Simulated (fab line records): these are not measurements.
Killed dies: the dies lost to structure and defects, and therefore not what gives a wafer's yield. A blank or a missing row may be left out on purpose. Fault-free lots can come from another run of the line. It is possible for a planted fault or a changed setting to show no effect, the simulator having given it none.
Lot-split experiment | flow gf180mcu | on a route of 602 steps: 5 lots, 23 wafers read

## ON THE SPLIT
At GF_HV_LDD_CVD_56 (deposits Si3N4 from DCS/NH3, target thk 90 nm, time 1543 s), the setting temp c was moved away from the recipe's 770 C on 15 of the 23 wafers read, by -0.7% to +0.7%. The other wafers ran this setting at the recipe's value.

## FROM THE SPLIT TO THE READING: what the file shows between them, 1 step
- GF_HV_LDD_THK_MEAS_57

## THE READING
oes product au, in a.u., at GF_HV_LDD_ETCHBACK_58 (etches Si3N4 in CH3F/O2, stops on SiO2, time 100 s, target depth 90 nm). Typical for fault-free wafers on this fab line: 0.845 a.u., with standard deviation 0.0072 a.u.

wafer  | tool, chamber at the split | temp c as run, C | against the recipe | oes product au, a.u. | against lot-mates on the recipe
L074.1 | -, -                       | 764.4            | -0.7%              | 0.798                | no lot-mate on the recipe
L074.3 | -, -                       | 764.4            | -0.7%              | 0.801                | no lot-mate on the recipe
L074.4 | -, -                       | 764.4            | -0.7%              | 0.797                | no lot-mate on the recipe
L074.5 | -, -                       | 764.4            | -0.7%              | 0.801                | no lot-mate on the recipe
L074.6 | -, -                       | 764.4            | -0.7%              | 0.808                | no lot-mate on the recipe
L076.1 | -, -                       | 775.3            | +0.7%              | 0.888                | no lot-mate on the recipe
L076.2 | -, -                       | 775.3            | +0.7%              | 0.900                | no lot-mate on the recipe
L076.3 | -, -                       | 775.3            | +0.7%              | 0.896                | no lot-mate on the recipe
L076.5 | -, -                       | 775.3            | +0.7%              | 0.883                | no lot-mate on the recipe
L076.6 | -, -                       | 775.3            | +0.7%              | 0.900                | no lot-mate on the recipe
L078.1 | -, -                       | 773.8            | +0.5%              | 0.873                | no lot-mate on the recipe
L078.2 | -, -                       | 773.8            | +0.5%              | 0.881                | no lot-mate on the recipe
L078.3 | -, -                       | 773.8            | +0.5%              | 0.875                | no lot-mate on the recipe
L078.4 | -, -                       | 773.8            | +0.5%              | 0.883                | no lot-mate on the recipe
L078.5 | -, -                       | 773.8            | +0.5%              | 0.874                | no lot-mate on the recipe
L079.1 | lpcvd-01, 0                | 770              | recipe             | 0.846                | -
L079.4 | lpcvd-01, 0                | 770              | recipe             | 0.845                | -
L079.6 | lpcvd-01, 0                | 770              | recipe             | 0.839                | -
L085.1 | -, -                       | 770              | recipe             | 0.850                | -
L085.2 | -, -                       | 770              | recipe             | 0.848                | -
L085.3 | -, -                       | 770              | recipe             | 0.845                | -
L085.4 | -, -                       | 770              | recipe             | 0.853                | -
L085.6 | -, -                       | 770              | recipe             | 0.836                | -

FIT RESULTS
A straight line over all 23 wafers: oes product au changes by +0.0646 a.u. for each +1% of temp c; r = +0.99; the points scatter about the line by 0.0056 a.u.
Too few moved wafers have a lot-mate on the recipe to fit a line with each lot's own level taken away.

## THE WHOLE CHAIN: every reading that the file lists as answering this split, in the file's order
step                  | what it does                                                           | reading                                                                        | change (the file's fit)                  | r (the file's)
GF_HV_LDD_CVD_56      | deposits Si3N4 from DCS/NH3, target thk 90 nm, time 1543 s             | Si3N4_of_HV_LDD_CVD_56.thk nm (the simulator's own value, which no gauge read) | +13.2 nm for each +1% of the setting     | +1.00
GF_HV_LDD_THK_MEAS_57 |                                                                        | HV_LDD_CVD_56_THK                                                              | +13.2 for each +1% of the setting        | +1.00
GF_HV_LDD_ETCHBACK_58 | etches Si3N4 in CH3F/O2, stops on SiO2, time 100 s, target depth 90 nm | oes product au                                                                 | +0.0648 a.u. for each +1% of the setting | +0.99
GF_HV_LDD_ETCHBACK_58 | etches Si3N4 in CH3F/O2, stops on SiO2, time 100 s, target depth 90 nm | etch.depth nm (the simulator's own value, which no gauge read)                 | +12.4 nm for each +1% of the setting     | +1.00

## THE FILE'S OWN FIT
oes product au changes by +0.0648 a.u. for each +1% of temp c, r = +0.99.
